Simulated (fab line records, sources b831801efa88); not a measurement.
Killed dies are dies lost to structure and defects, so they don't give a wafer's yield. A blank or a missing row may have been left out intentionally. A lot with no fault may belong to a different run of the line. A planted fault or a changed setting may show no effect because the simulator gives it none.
The tool behind it: which one? / flow sky130 / 12 lots, 35 wafers sampled, at 5 steps of a route of 708

## WHAT THE GAUGES READ, wafer by wafer
SKY_CONTACT_THK_MEAS_26: measures by xrf. Usual: CONTACT_W_THK 353 nm, standard deviation 5.
lot=L708; measured=day 33 03:40; on=filmMetro-02; CONTACT_W_THK (nm)=352 364 350; flag=
lot=L709; measured=day 33 14:53; on=filmMetro-01; CONTACT_W_THK (nm)=353 344 355; flag=
lot=L711; measured=day 33 23:59; on=filmMetro-01; CONTACT_W_THK (nm)=363 360 359; flag=
lot=L712; measured=day 34 10:10; on=filmMetro-01; CONTACT_W_THK (nm)=350 354 344; flag=
lot=L713; measured=day 34 15:43; on=filmMetro-01; CONTACT_W_THK (nm)=361 345; flag=
lot=L714; measured=day 35 00:08; on=filmMetro-01; CONTACT_W_THK (nm)=355 357 352; flag=
lot=L721; measured=day 37 13:06; on=filmMetro-02; CONTACT_W_THK (nm)=353 352 358; flag=
lot=L723; measured=day 38 11:02; on=filmMetro-04; CONTACT_W_THK (nm)=359 356 356; flag=
lot=L725; measured=day 38 21:08; on=filmMetro-02; CONTACT_W_THK (nm)=347 345 347; flag=
lot=L728; measured=day 39 07:47; on=filmMetro-02; CONTACT_W_THK (nm)=351 353 352; flag=
lot=L729; measured=day 39 14:34; on=filmMetro-04; CONTACT_W_THK (nm)=352 357 352; flag=
lot=L731; measured=day 39 22:47; on=filmMetro-04; CONTACT_W_THK (nm)=351 348 349; flag=

SKY_VIA3_THK_MEAS_01. Usual: VIA3_HDPCVD_THK 1636 nm, standard deviation 12.
lot=L708; measured=day 40 02:43; on=filmMetro-03; VIA3_HDPCVD_THK (nm)=1632 1646 1613; flag=
lot=L709; measured=day 40 14:28; on=filmMetro-01; VIA3_HDPCVD_THK (nm)=1638 1642 1651; flag=
lot=L711; measured=day 40 21:40; on=filmMetro-01; VIA3_HDPCVD_THK (nm)=1644 1630 1649; flag=
lot=L712; measured=day 41 05:52; on=filmMetro-01; VIA3_HDPCVD_THK (nm)=1138 1620 1642; flag=OFF
lot=L713; measured=day 41 11:58; on=filmMetro-02; VIA3_HDPCVD_THK (nm)=1153 1125; flag=OFF
lot=L714; measured=day 41 19:28; on=filmMetro-03; VIA3_HDPCVD_THK (nm)=1646 1635 1116; flag=OFF
lot=L721; measured=day 44 02:29; on=filmMetro-03; VIA3_HDPCVD_THK (nm)=1655 1642 1637; flag=
lot=L723; measured=day 44 22:47; on=filmMetro-03; VIA3_HDPCVD_THK (nm)=1640 1646 1638; flag=
lot=L725; measured=day 45 10:22; on=filmMetro-02; VIA3_HDPCVD_THK (nm)=1626 1620 1621; flag=
lot=L728; measured=day 45 16:34; on=filmMetro-01; VIA3_HDPCVD_THK (nm)=1624 1647 1638; flag=
lot=L729; measured=day 45 21:40; on=filmMetro-02; VIA3_HDPCVD_THK (nm)=1632 1627 1633; flag=
lot=L731; measured=day 46 04:47; on=filmMetro-02; VIA3_HDPCVD_THK (nm)=1614 1634 1624; flag=

## TOOL THAT RAN EACH LOT (tool first, then ch and the chambers of the sampled wafers, then the start)
lot=L708; SKY_METAL2_SPUTTER_04=pvdSputter-04, day 35 13:18; SKY_VIA2_CMP_24=cmp-02 ch 0,1, day 37 20:23; SKY_VIA3_HDPCVD_00=hdpcvd-02 ch 0,1, day 40 02:34
lot=L709; SKY_METAL2_SPUTTER_04=pvdSputter-02, day 36 01:25; SKY_VIA2_CMP_24=cmp-01 ch 0,1,3, day 38 09:31; SKY_VIA3_HDPCVD_00=hdpcvd-02 ch 0,2, day 40 14:17
lot=L711; SKY_METAL2_SPUTTER_04=pvdSputter-02, day 36 09:16; SKY_VIA2_CMP_24=cmp-02 ch 1,2, day 38 17:21; SKY_VIA3_HDPCVD_00=hdpcvd-02 ch 0,2, day 40 21:29
lot=L712; SKY_METAL2_SPUTTER_04=pvdSputter-02, day 36 18:07; SKY_VIA2_CMP_24=cmp-01 ch 1,2, day 39 01:05; SKY_VIA3_HDPCVD_00=hdpcvd-02 ch 0,1,2, day 41 05:42
lot=L713; SKY_METAL2_SPUTTER_04=pvdSputter-03, day 37 00:58; SKY_VIA2_CMP_24=cmp-02 ch 1,3, day 39 07:26; SKY_VIA3_HDPCVD_00=hdpcvd-02 ch 1, day 41 11:47
lot=L714; SKY_METAL2_SPUTTER_04=pvdSputter-03, day 37 09:12; SKY_VIA2_CMP_24=cmp-01 ch 0,1,2, day 39 16:02; SKY_VIA3_HDPCVD_00=hdpcvd-02 ch 1,2, day 41 19:17
lot=L721; SKY_METAL2_SPUTTER_04=pvdSputter-02, day 39 19:50; SKY_VIA2_CMP_24=cmp-02 ch 1,2, day 42 01:04; SKY_VIA3_HDPCVD_00=hdpcvd-02 ch 0,1, day 44 02:18
lot=L723; SKY_METAL2_SPUTTER_04=pvdSputter-03, day 40 17:53; SKY_VIA2_CMP_24=cmp-01 ch 0,1, day 42 21:32; SKY_VIA3_HDPCVD_00=hdpcvd-01 ch 1,2, day 44 22:37
lot=L725; SKY_METAL2_SPUTTER_04=pvdSputter-02, day 41 03:17; SKY_VIA2_CMP_24=cmp-01 ch 1,2,3, day 43 09:04; SKY_VIA3_HDPCVD_00=hdpcvd-01 ch 0,1, day 45 10:11
lot=L728; SKY_METAL2_SPUTTER_04=pvdSputter-03, day 41 13:26; SKY_VIA2_CMP_24=cmp-02 ch 0,1,2, day 43 16:14; SKY_VIA3_HDPCVD_00=hdpcvd-02 ch 0,1,2, day 45 16:23
lot=L729; SKY_METAL2_SPUTTER_04=pvdSputter-02, day 41 19:37; SKY_VIA2_CMP_24=cmp-01 ch 2,3, day 43 21:20; SKY_VIA3_HDPCVD_00=hdpcvd-01 ch 0,1,2, day 45 21:32
lot=L731; SKY_METAL2_SPUTTER_04=pvdSputter-04, day 42 03:11; SKY_VIA2_CMP_24=cmp-01 ch 0,2, day 44 04:41; SKY_VIA3_HDPCVD_00=hdpcvd-02 ch 0,1, day 46 04:36
- SKY_METAL2_SPUTTER_04: material TiN, target thk 70 nm, time 58.3 s.
- SKY_VIA2_CMP_24: polishes, stops on SiO2, t overpolish 20 s, target thk 0 nm.
- SKY_VIA3_HDPCVD_00: deposits SiO2, target thk 1635 nm, time 272.5 s.

## WHAT THE TOOLS THEMSELVES READ (means of the sampled wafers that have a number; where no wafer has one, the mark that the record gives instead)
SKY_METAL2_SPUTTER_04. Usual: cathodeDcPowerW 6500.0 W, standard deviation 1.2; throttleValvePct 29.4 %, standard deviation 0.83.
lot=L708; tool=pvdSputter-04; cathodeDcPowerW (W)=6499.8; throttleValvePct (%)=29.5; flag=
lot=L709; tool=pvdSputter-02; cathodeDcPowerW (W)=6499.7; throttleValvePct (%)=29.2; flag=
lot=L711; tool=pvdSputter-02; cathodeDcPowerW (W)=6500.4; throttleValvePct (%)=29.5; flag=
lot=L712; tool=pvdSputter-02; cathodeDcPowerW (W)=6501.0; throttleValvePct (%)=29.6; flag=
lot=L713; tool=pvdSputter-03; cathodeDcPowerW (W)=6499.2; throttleValvePct (%)=29.0; flag=
lot=L714; tool=pvdSputter-03; cathodeDcPowerW (W)=6499.9; throttleValvePct (%)=28.7; flag=
lot=L721; tool=pvdSputter-02; cathodeDcPowerW (W)=6499.6; throttleValvePct (%)=29.8; flag=
lot=L723; tool=pvdSputter-03; cathodeDcPowerW (W)=6499.5; throttleValvePct (%)=29.4; flag=
lot=L725; tool=pvdSputter-02; cathodeDcPowerW (W)=6499.4; throttleValvePct (%)=28.7; flag=
lot=L728; tool=pvdSputter-03; cathodeDcPowerW (W)=6500.0; throttleValvePct (%)=28.7; flag=
lot=L729; tool=pvdSputter-02; cathodeDcPowerW (W)=6500.6; throttleValvePct (%)=29.5; flag=
lot=L731; tool=pvdSputter-04; cathodeDcPowerW (W)=6500.1; throttleValvePct (%)=30.3; flag=

SKY_VIA2_CMP_24. Usual: headPressurePsi 3.499 psi, standard deviation 0.0073; motorCurrentA 11.2 A, standard deviation 1.1; overpolishRunS 19.999 s, standard deviation 0.0099; timeToEndpointS 100 s, standard deviation 4.
lot=L708; tool=cmp-02; headPressurePsi (psi)=3.498; motorCurrentA (A)=12.1; overpolishRunS (s)=20.001; timeToEndpointS (s)=102; flag=
lot=L709; tool=cmp-01; headPressurePsi (psi)=3.503; motorCurrentA (A)=10.6; overpolishRunS (s)=19.996; timeToEndpointS (s)=100; flag=
lot=L711; tool=cmp-02; headPressurePsi (psi)=3.502; motorCurrentA (A)=11.5; overpolishRunS (s)=20.008; timeToEndpointS (s)=100; flag=
lot=L712; tool=cmp-01; headPressurePsi (psi)=3.506; motorCurrentA (A)=10.3; overpolishRunS (s)=19.997; timeToEndpointS (s)=100; flag=
lot=L713; tool=cmp-02; headPressurePsi (psi)=3.498; motorCurrentA (A)=13.0; overpolishRunS (s)=19.998; timeToEndpointS (s)=106; flag=
lot=L714; tool=cmp-01; headPressurePsi (psi)=3.495; motorCurrentA (A)=10.7; overpolishRunS (s)=19.998; timeToEndpointS (s)=96; flag=
lot=L721; tool=cmp-02; headPressurePsi (psi)=3.501; motorCurrentA (A)=11.4; overpolishRunS (s)=19.990; timeToEndpointS (s)=98; flag=
lot=L723; tool=cmp-01; headPressurePsi (psi)=3.487; motorCurrentA (A)=10.6; overpolishRunS (s)=19.998; timeToEndpointS (s)=98; flag=
lot=L725; tool=cmp-01; headPressurePsi (psi)=3.499; motorCurrentA (A)=10.6; overpolishRunS (s)=19.996; timeToEndpointS (s)=100; flag=
lot=L728; tool=cmp-02; headPressurePsi (psi)=3.501; motorCurrentA (A)=11.5; overpolishRunS (s)=20.007; timeToEndpointS (s)=100; flag=
lot=L729; tool=cmp-01; headPressurePsi (psi)=3.503; motorCurrentA (A)=10.1; overpolishRunS (s)=20.002; timeToEndpointS (s)=106; flag=
lot=L731; tool=cmp-01; headPressurePsi (psi)=3.500; motorCurrentA (A)=10.6; overpolishRunS (s)=19.996; timeToEndpointS (s)=99; flag=

SKY_VIA3_HDPCVD_00. Usual: runLengthS 300.6 s, standard deviation 0.47; susceptorTempC 400.02 C, standard deviation 0.23.
lot=L708; tool=hdpcvd-02; runLengthS (s)=300.5; susceptorTempC (C)=399.94; flag=
lot=L709; tool=hdpcvd-02; runLengthS (s)=300.9; susceptorTempC (C)=399.72; flag=
lot=L711; tool=hdpcvd-02; runLengthS (s)=300.8; susceptorTempC (C)=400.17; flag=
lot=L712; tool=hdpcvd-02; runLengthS (s)=272.5; susceptorTempC (C)=399.80; flag=OFF
lot=L713; tool=hdpcvd-02; runLengthS (s)=215.5; susceptorTempC (C)=-; flag=OFF
lot=L714; tool=hdpcvd-02; runLengthS (s)=272.9; susceptorTempC (C)=400.13; flag=OFF
lot=L721; tool=hdpcvd-02; runLengthS (s)=300.5; susceptorTempC (C)=400.17; flag=
lot=L723; tool=hdpcvd-01; runLengthS (s)=300.4; susceptorTempC (C)=400.05; flag=
lot=L725; tool=hdpcvd-01; runLengthS (s)=300.6; susceptorTempC (C)=400.03; flag=
lot=L728; tool=hdpcvd-02; runLengthS (s)=300.5; susceptorTempC (C)=400.19; flag=
lot=L729; tool=hdpcvd-01; runLengthS (s)=300.3; susceptorTempC (C)=400.21; flag=
lot=L731; tool=hdpcvd-02; runLengthS (s)=300.5; susceptorTempC (C)=399.93; flag=

## THE ANSWER, worked out from the rows above alone
Rule: a lot is off if the mean of its wafers that have a number lies more than 3 standard deviations from the usual mean. Also off: a lot with no number at a reading for which 4 or more lots have one. Any other lot the step has rows for is counted as sound. First the gauges in route order, then the tools' own readings, where a lot's mean is used as printed above. The first step at which some lot is off is used, and at that step the reading that is off furthest; a lot without a number counts as furthest.
Off: L712, L713, L714, seen at SKY_VIA3_THK_MEAS_01 (VIA3_HDPCVD_THK).
If a tool, at a process step before that reading, ran all the lots that are off and no sound lot after the first of them, it fits. The gauges at SKY_VIA3_THK_MEAS_01 aren't tried: what is off there is off at SKY_VIA3_HDPCVD_00 too, on other tools, and a gauge's error can't cause that. Of those tried, none fits.

## WHAT HAD BEEN PUT IN BY THE SIMULATOR
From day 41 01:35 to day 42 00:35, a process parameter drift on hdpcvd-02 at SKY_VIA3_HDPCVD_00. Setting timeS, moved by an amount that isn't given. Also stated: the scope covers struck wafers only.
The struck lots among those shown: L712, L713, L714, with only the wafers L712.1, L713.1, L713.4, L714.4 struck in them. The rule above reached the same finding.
